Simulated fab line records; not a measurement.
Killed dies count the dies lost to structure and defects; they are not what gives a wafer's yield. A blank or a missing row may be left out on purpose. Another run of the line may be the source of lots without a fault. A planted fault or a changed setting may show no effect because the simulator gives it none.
Which tool did it? + flow gf180mcu + Sampling: 12 lots, 36 wafers, 5 of 602 route steps

WHAT THE GAUGES SHOWED, per wafer
GF_HV_LDD_OVL_MEAS_20.
| lot  | measured     | on         | HV_LDD_01_OVL (nm) |
|------|--------------|------------|--------------------|
| L256 | day 11 00:07 | overlay-02 | 0.7 0.9 0.2        |
| L258 | day 11 17:13 | overlay-01 | -2.9 -0.6 -0.8     |
| L263 | day 13 09:32 | overlay-01 | -0.3 -0.2 -0.1     |
| L264 | day 13 19:04 | overlay-02 | -4.0 -1.9 -3.2     |
| L266 | day 14 14:01 | overlay-02 | -1.2 -3.8 -1.8     |
| L269 | day 15 05:31 | overlay-02 | -0.7 0.4 1.0       |
| L271 | day 15 23:36 | overlay-01 | -2.5 -4.1 -2.4     |
| L272 | day 16 04:42 | overlay-02 | -0.6 -0.2 -0.7     |
| L273 | day 16 13:05 | overlay-01 | -1.1 -0.3 -1.1     |
| L276 | day 17 13:54 | overlay-02 | -0.7 -1.7 -0.6     |
| L277 | day 17 20:20 | overlay-01 | 0.2 1.6 0.9        |
| L278 | day 18 06:48 | overlay-02 | -2.1 -3.4 -3.3     |

GF_HV_LDD_TW_MEAS_38.
| lot  | measured     | on            | HV_LDD_3_TW    |
|------|--------------|---------------|----------------|
| L256 | day 11 19:42 | film_metro-01 | 1441 1441 1448 |
| L258 | day 12 13:27 | film_metro-03 | 1433 1430 1434 |
| L263 | day 14 06:59 | film_metro-03 | 1414 1424 1425 |
| L264 | day 14 16:50 | film_metro-03 | 1421 1416 1417 |
| L266 | day 15 11:17 | film_metro-04 | 1341 1335 1337 |
| L269 | day 16 04:19 | film_metro-04 | 1335 1339 1333 |
| L271 | day 16 22:46 | film_metro-04 | 1403 1408 1405 |
| L272 | day 17 04:23 | film_metro-03 | 1421 1419 1420 |
| L273 | day 17 13:21 | film_metro-01 | 1448 1439 1438 |
| L276 | day 18 14:13 | film_metro-01 | 1440 1440 1438 |
| L277 | day 18 21:05 | film_metro-04 | 1400 1402 1407 |
| L278 | day 19 08:20 | film_metro-01 | 1441 1440 1431 |

GF_HV_LDD_CD_MEAS_46: the cd target is 400 nm.
| lot  | measured     | on        | cd_nm (nm)        |
|------|--------------|-----------|-------------------|
| L256 | day 12 14:58 | cd_sem-01 | 406.5 404.4 406.5 |
| L258 | day 13 09:01 | cd_sem-01 | 399.5 400.0 400.2 |
| L263 | day 15 03:41 | cd_sem-01 | 401.2 403.1 403.4 |
| L264 | day 15 13:53 | cd_sem-01 | 403.5 403.8 401.4 |
| L266 | day 16 08:45 | cd_sem-02 | 401.5 405.1 401.4 |
| L269 | day 17 02:17 | cd_sem-01 | 396.7 398.9 396.8 |
| L271 | day 17 21:35 | cd_sem-02 | 399.3 402.3 399.7 |
| L272 | day 18 03:27 | cd_sem-01 | 403.9 402.5 404.1 |
| L273 | day 18 12:56 | cd_sem-01 | 396.6 398.6 397.8 |
| L276 | day 19 14:17 | cd_sem-01 | 396.2 399.0 396.8 |
| L277 | day 19 21:04 | cd_sem-01 | 404.4 402.9 402.3 |
| L278 | day 20 08:26 | cd_sem-02 | 399.6 399.8 400.3 |

GF_HV_LDD_RS_MEAS_53: measurement is done with a four-point probe.
| lot  | measured     | on            | HV_LDD_RS (ohm/sq) |
|------|--------------|---------------|--------------------|
| L256 | day 12 15:32 | film_metro-03 | 418.5 419.2 419.9  |
| L258 | day 13 09:36 | film_metro-03 | 419.4 420.3 420.5  |
| L263 | day 15 04:18 | film_metro-03 | 420.0 419.9 420.5  |
| L264 | day 15 14:28 | film_metro-03 | 419.9 419.6 419.3  |
| L266 | day 16 09:24 | film_metro-04 | 431.3 430.6 431.9  |
| L269 | day 17 02:52 | film_metro-03 | 431.7 431.6 430.5  |
| L271 | day 17 22:10 | film_metro-03 | 420.5 420.9 419.9  |
| L272 | day 18 04:02 | film_metro-01 | 419.9 419.9 418.0  |
| L273 | day 18 13:31 | film_metro-03 | 419.7 419.0 420.0  |
| L276 | day 19 14:52 | film_metro-03 | 420.4 421.3 420.2  |
| L277 | day 19 21:38 | film_metro-04 | 417.3 419.3 419.4  |
| L278 | day 20 09:01 | film_metro-01 | 419.0 418.1 418.4  |

WHICH TOOL RAN EACH LOT (tool, then ch and the chambers of the sampled wafers, then the start)
| lot  | GF_HV_LDD_IMPLANT_35            |
|------|---------------------------------|
| L256 | implanter-01 ch 0, day 11 19:19 |
| L258 | implanter-01 ch 0, day 12 13:05 |
| L263 | implanter-02 ch 0, day 14 06:35 |
| L264 | implanter-03 ch 0, day 14 16:26 |
| L266 | implanter-01 ch 0, day 15 10:53 |
| L269 | implanter-01 ch 0, day 16 03:55 |
| L271 | implanter-03 ch 0, day 16 22:20 |
| L272 | implanter-02 ch 0, day 17 03:59 |
| L273 | implanter-03 ch 0, day 17 12:59 |
| L276 | implanter-01 ch 0, day 18 13:49 |
| L277 | implanter-01 ch 0, day 18 20:43 |
| L278 | implanter-02 ch 0, day 19 07:56 |
- GF_HV_LDD_IMPLANT_35

WHAT THE TOOLS THEMSELVES READ (means of the sampled wafers that have a number; where no wafer has one, the mark that the record gives instead)
GF_HV_LDD_IMPLANT_35.
| lot  | tool         | beam_on_s (s) | dose_ions_cm2 | end_station_pressure_torr (Torr) | faraday_current_uA |
|------|--------------|---------------|---------------|----------------------------------|--------------------|
| L256 | implanter-01 | 10.21         | 7.5e+12       | 4.95e-06                         | 41.6               |
| L258 | implanter-01 | 10.11         | 7.5e+12       | 4.80e-06                         | 41.8               |
| L263 | implanter-02 | 10.04         | 7.5e+12       | 5.03e-06                         | 42.2               |
| L264 | implanter-03 | 10.01         | 7.5e+12       | 5.34e-06                         | 42.3               |
| L266 | implanter-01 | 10.06         | 2.8e+12       | 5.18e-06                         | 15.8               |
| L269 | implanter-01 | 9.80          | 2.8e+12       | 4.97e-06                         | 16.2               |
| L271 | implanter-03 | 9.92          | 7.5e+12       | 4.91e-06                         | 42.5               |
| L272 | implanter-02 | 10.03         | 7.5e+12       | 5.07e-06                         | 42.2               |
| L273 | implanter-03 | 9.85          | 7.5e+12       | 5.02e-06                         | 42.9               |
| L276 | implanter-01 | 10.00         | 7.5e+12       | 5.24e-06                         | 42.2               |
| L277 | implanter-01 | 9.91          | 7.5e+12       | 5.22e-06                         | 42.8               |
| L278 | implanter-02 | 10.14         | 7.5e+12       | 5.15e-06                         | 41.8               |

THE ANSWER, worked out from the rows above alone
Rule: what is usual is taken from the lots themselves. Put in order of their means at a reading, lots are off if they are a third of the lots or fewer, leave a main group of 4 or more, and stand apart from it by a gap of 3 or more times the standard deviation of the main group's means; of several such gaps the widest counts. If all means in a main group match to the digits the tables above print for the reading, that group is not used. Also off: a lot with no number at a reading for which 4 or more lots have one. Where the step has rows for the other lots, those lots are counted as sound. Order of review: gauges by route order, followed by the tools' own readings, for which a lot's mean as printed above is used. The first step at which some lot is off is used, and at that step the reading that is off furthest; a lot without a number counts as furthest.
Off: L266, L269, seen at GF_HV_LDD_TW_MEAS_38 (HV_LDD_3_TW). For the main group the mean is 1426 and the standard deviation 14.
If a tool, at a process step before that reading, ran all the lots that are off and no sound lot after the first of them, it fits. The gauges at GF_HV_LDD_TW_MEAS_38 aren't tried: what is off there is off at GF_HV_LDD_IMPLANT_35 too, on other tools, and a gauge's error can't cause that. Of those tried, none fits.

WHAT THE SIMULATOR HAD INSERTED
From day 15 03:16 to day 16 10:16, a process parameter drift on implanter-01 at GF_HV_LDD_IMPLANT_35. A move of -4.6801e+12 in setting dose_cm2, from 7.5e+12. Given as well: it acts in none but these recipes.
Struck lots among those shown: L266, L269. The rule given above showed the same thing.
